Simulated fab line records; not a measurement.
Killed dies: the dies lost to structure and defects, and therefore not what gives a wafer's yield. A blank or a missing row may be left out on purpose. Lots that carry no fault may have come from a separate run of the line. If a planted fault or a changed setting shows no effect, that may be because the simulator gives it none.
Chamber matching :: flow gf180mcu :: 4 sister chambers for GF_STI_CMP_25 on cmp-02
The step polishes, stops on Si3N4, t overpolish 33 s, target thk 524.6 nm. 8 wafers are shown with their chamber, then 8 later ones without.

EACH WAFER AND ITS CHAMBER
wafer: L626.5
chamber: 1
motorCurrentA (A): 11.3
timeToEndpointS (s): 120

wafer: L628.2
chamber: 3
motorCurrentA (A): 10.7
timeToEndpointS (s): 122

wafer: L630.6
chamber: 3
motorCurrentA (A): 10.0
timeToEndpointS (s): 119

wafer: L634.2
chamber: 0
motorCurrentA (A): 10.7
timeToEndpointS (s): 126

wafer: L634.3
chamber: 1
motorCurrentA (A): 11.4
timeToEndpointS (s): 122

wafer: L635.1
chamber: 2
motorCurrentA (A): 12.3
timeToEndpointS (s): 124

wafer: L635.4
chamber: 0
motorCurrentA (A): 10.6
timeToEndpointS (s): 124

wafer: L635.6
chamber: 2
motorCurrentA (A): 11.4
timeToEndpointS (s): 131

WAFERS WHOSE CHAMBER IS MISSING
wafer: L636.2
motorCurrentA (A): 10.4
timeToEndpointS (s): 121

wafer: L636.5
motorCurrentA (A): 11.9
timeToEndpointS (s): 123

wafer: L636.6
motorCurrentA (A): 10.1
timeToEndpointS (s): 117

wafer: L637.2
motorCurrentA (A): 11.0
timeToEndpointS (s): 115

wafer: L637.3
motorCurrentA (A): 10.5
timeToEndpointS (s): 120

wafer: L637.6
motorCurrentA (A): 10.1
timeToEndpointS (s): 118

wafer: L639.1
motorCurrentA (A): 11.5
timeToEndpointS (s): 122

wafer: L639.4
motorCurrentA (A): 10.8
timeToEndpointS (s): 123

EACH ONE'S CHAMBER
wafer: L636.2
from the rows above: can't be placed: 3 or 0
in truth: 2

wafer: L636.5
from the rows above: can't be placed: 1 or 2 or 0
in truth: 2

wafer: L636.6
from the rows above: can't be placed: 3 or 0
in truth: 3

wafer: L637.2
from the rows above: can't be placed: 1 or 3 or 0
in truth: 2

wafer: L637.3
from the rows above: can't be placed: 3 or 0 or 1
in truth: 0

wafer: L637.6
from the rows above: can't be placed: 3 or 0
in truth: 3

wafer: L639.1
from the rows above: can't be placed: 1 or 2 or 0
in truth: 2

wafer: L639.4
from the rows above: can't be placed: 0 or 3 or 1
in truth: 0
Correct placement for 0 of the 8. Can't be placed from these rows: 8 (the true chamber is among the candidates in 6). Placed wrongly: 0.
How it was worked out, from the rows above alone: a wafer's distance from a chamber is the root of the sum, over the readings, of the square of ((its reading less the chamber's mean) divided by the reading's scatter). The wafer belongs to the nearest chamber; if the next one is less than 2 further off, it can't be placed. The mean given for a chamber averages the wafers shown for that chamber. The scatter is the square root of a quotient: the sum, over the shown wafers, of each reading's squared deviation from its chamber's mean, divided by wafers minus chambers.
